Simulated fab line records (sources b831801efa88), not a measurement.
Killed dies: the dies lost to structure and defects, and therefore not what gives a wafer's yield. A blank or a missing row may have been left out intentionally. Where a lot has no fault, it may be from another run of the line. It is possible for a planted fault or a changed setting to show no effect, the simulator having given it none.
Chamber matching :: flow sky130 :: SKY_VIA2_CMP_02 on cmp-01: 4 sister chambers
The step polishes SiO2. 8 wafers are shown with their chamber, then 12 later ones without.

WAFERS, EACH WITH ITS CHAMBER
wafer: L082.2
chamber: 3
motor current A (A): 12.4
edge zone pressure frac: 1.002

wafer: L084.2
chamber: 0
motor current A (A): 12.1
edge zone pressure frac: 1.009

wafer: L085.1
chamber: 0
motor current A (A): 11.4
edge zone pressure frac: 1.001

wafer: L085.2
chamber: 1
motor current A (A): 14.7
edge zone pressure frac: 1.003

wafer: L085.4
chamber: 2
motor current A (A): 10.7
edge zone pressure frac: 1.005

wafer: L093.3
chamber: 1
motor current A (A): 15.1
edge zone pressure frac: 1.000

wafer: L093.5
chamber: 2
motor current A (A): 9.9
edge zone pressure frac: 0.991

wafer: L093.6
chamber: 3
motor current A (A): 11.3
edge zone pressure frac: 0.994

WAFERS WITH NO CHAMBER GIVEN
wafer: L094.1
motor current A (A): 12.0
edge zone pressure frac: 1.012

wafer: L094.2
motor current A (A): 11.2
edge zone pressure frac: 0.996

wafer: L094.5
motor current A (A): 10.7
edge zone pressure frac: 0.998

wafer: L095.1
motor current A (A): 11.1
edge zone pressure frac: 0.999

wafer: L095.3
motor current A (A): 10.7
edge zone pressure frac: 0.999

wafer: L095.4
motor current A (A): 15.1
edge zone pressure frac: 0.992

wafer: L097.2
motor current A (A): 15.1
edge zone pressure frac: 0.999

wafer: L097.3
motor current A (A): 11.6
edge zone pressure frac: 1.009

wafer: L097.5
motor current A (A): 10.5
edge zone pressure frac: 1.001

wafer: L096.2
motor current A (A): 11.1
edge zone pressure frac: 0.999

wafer: L096.4
motor current A (A): 15.0
edge zone pressure frac: 1.004

wafer: L096.5
motor current A (A): 10.2
edge zone pressure frac: 1.003

WHICH CHAMBER EACH ONE RAN IN
wafer: L094.1
from the rows above: can't be placed: 0 or 3
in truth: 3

wafer: L094.2
from the rows above: can't be placed: 3 or 2 or 0
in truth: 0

wafer: L094.5
from the rows above: can't be placed: 2 or 3 or 0
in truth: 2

wafer: L095.1
from the rows above: can't be placed: 3 or 2 or 0
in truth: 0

wafer: L095.3
from the rows above: can't be placed: 2 or 3 or 0
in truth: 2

wafer: L095.4
from the rows above: 1
in truth: 1

wafer: L097.2
from the rows above: 1
in truth: 1

wafer: L097.3
from the rows above: can't be placed: 0 or 3
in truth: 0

wafer: L097.5
from the rows above: can't be placed: 2 or 0 or 3
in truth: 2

wafer: L096.2
from the rows above: can't be placed: 3 or 2 or 0
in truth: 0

wafer: L096.4
from the rows above: 1
in truth: 1

wafer: L096.5
from the rows above: can't be placed: 2 or 0
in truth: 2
Correct placement for 3 of the 12. These rows do not allow placing 9 (true chamber among the candidates in 9). Wrongly placed: 0.
How it was worked out, from the rows above alone: a wafer's distance from a chamber is the root of the sum, over the readings, of the square of ((its reading less the chamber's mean) divided by the reading's scatter). The wafer belongs to the nearest chamber; if the next one is less than 2 further off, it can't be placed. Each chamber's mean is taken over the wafers shown for it. The scatter is the square root of a quotient: the sum, over the shown wafers, of each reading's squared deviation from its chamber's mean, divided by wafers minus chambers.
